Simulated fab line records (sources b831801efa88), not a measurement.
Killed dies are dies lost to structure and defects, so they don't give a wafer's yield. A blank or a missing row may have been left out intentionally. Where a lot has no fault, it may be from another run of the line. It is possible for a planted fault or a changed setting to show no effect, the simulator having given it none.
Tool commonality check    flow gf180mcu    13 lots, 39 wafers sampled

WHAT PROMPTED THE OPENING
Flagged at GF_STI_CD_MEAS_12: reading cd_nm, on 1 of 13 lots. No-fault wafers: 219.7 nm, standard deviation 1.5.
Rule: a lot is flagged in two cases, either no wafer of it has a number, or all its wafers with numbers fall more than 4 standard deviations from that mean. The rest of the lots are taken to be sound.

lot   measured     on         cd_nm (nm), wafer by wafer  flag
L222  day 2 02:07  cd_sem-02  218.4 218.3 218.8           
L225  day 2 16:34  cd_sem-02  217.6 218.0 218.2           
L228  day 3 07:53  cd_sem-01  219.8 221.1 220.4           
L229  day 3 13:35  cd_sem-02  220.7 220.9 221.8           
L231  day 3 22:49  cd_sem-02  219.1 218.8 219.0           
L232  day 4 05:50  cd_sem-02  219.6 220.0 221.4           
L233  day 4 10:43  cd_sem-02  218.4 217.3 218.9           
L234  day 4 15:11  cd_sem-02  221.8 221.8 222.1           
L236  day 5 01:14  cd_sem-02  217.7 219.0 218.2           
L237  day 5 07:35  cd_sem-01  217.8 219.5 219.5           
L240  day 5 21:53  cd_sem-01  221.8 221.0 221.5           
L243  day 6 13:31  cd_sem-02  175.1 175.1 176.6           FLAGGED
L245  day 7 01:11  cd_sem-02  219.3 219.0 219.0           
The mean of the flagged lots' numbers is 175.6 nm, -44.1 nm from the usual (-29 standard deviations).

TOOL THAT RAN EACH LOT
The record holds 1 process step before the reading, out of a route of 602 steps. Every cell lists first the tool, next ch and the chambers used by the sampled wafers, and last the start.
lot   flag     GF_STI_EXPOSE_09
L222           krf_scanner-02 ch 0, day 1 20:17
L225           krf_scanner-01 ch 0, day 2 10:23
L228           krf_scanner-02 ch 0, day 3 01:53
L229           krf_scanner-02 ch 0, day 3 07:17
L231           krf_scanner-02 ch 0, day 3 16:35
L232           krf_scanner-01 ch 0, day 3 23:31
L233           krf_scanner-01 ch 0, day 4 04:13
L234           krf_scanner-01 ch 0, day 4 08:14
L236           krf_scanner-01 ch 0, day 4 18:37
L237           krf_scanner-01 ch 0, day 5 00:14
L240           krf_scanner-01 ch 0, day 5 15:31
L243  FLAGGED  krf_scanner-01 ch 0, day 6 06:31
L245           krf_scanner-01 ch 0, day 6 17:38
What is done by these steps:
- GF_STI_EXPOSE_09: exposes mask COMP, target cd 220 nm.
- GF_STI_CD_MEAS_12: target cd 220 nm.

FLAGGED AGAINST TOTAL, ONE TOOL AT A TIME (gauges that did the reading follow at the end)
step               tool            lots run  flagged  share of the flagged lots  sound lots run after its first flagged lot
GF_STI_EXPOSE_09   krf_scanner-01  9         1        all                        1 (L245)
GF_STI_EXPOSE_09   krf_scanner-02  4         0        none                       -
GF_STI_CD_MEAS_12  cd_sem-01       3         0        none                       -
GF_STI_CD_MEAS_12  cd_sem-02       10        1        all                        1 (L245)

WHAT THE TABLE ALLOWS
krf_scanner-01 at GF_STI_EXPOSE_09 and cd_sem-02 at GF_STI_CD_MEAS_12 are the 2 rows of the table that ran each flagged lot.
- krf_scanner-01 at GF_STI_EXPOSE_09: 1 of its 9 lots flagged. After the first flagged lot (L245), sound lots still ran on it; a lasting fault on the whole tool would not permit that.
- cd_sem-02 at GF_STI_CD_MEAS_12: 1 of its 10 lots flagged. After the first flagged lot (L245), sound lots still ran on it; a lasting fault on the whole tool would not permit that.
There is no row in the table that ran each flagged lot and no sound lot after the first.

WHAT THE SIMULATOR PUT IN
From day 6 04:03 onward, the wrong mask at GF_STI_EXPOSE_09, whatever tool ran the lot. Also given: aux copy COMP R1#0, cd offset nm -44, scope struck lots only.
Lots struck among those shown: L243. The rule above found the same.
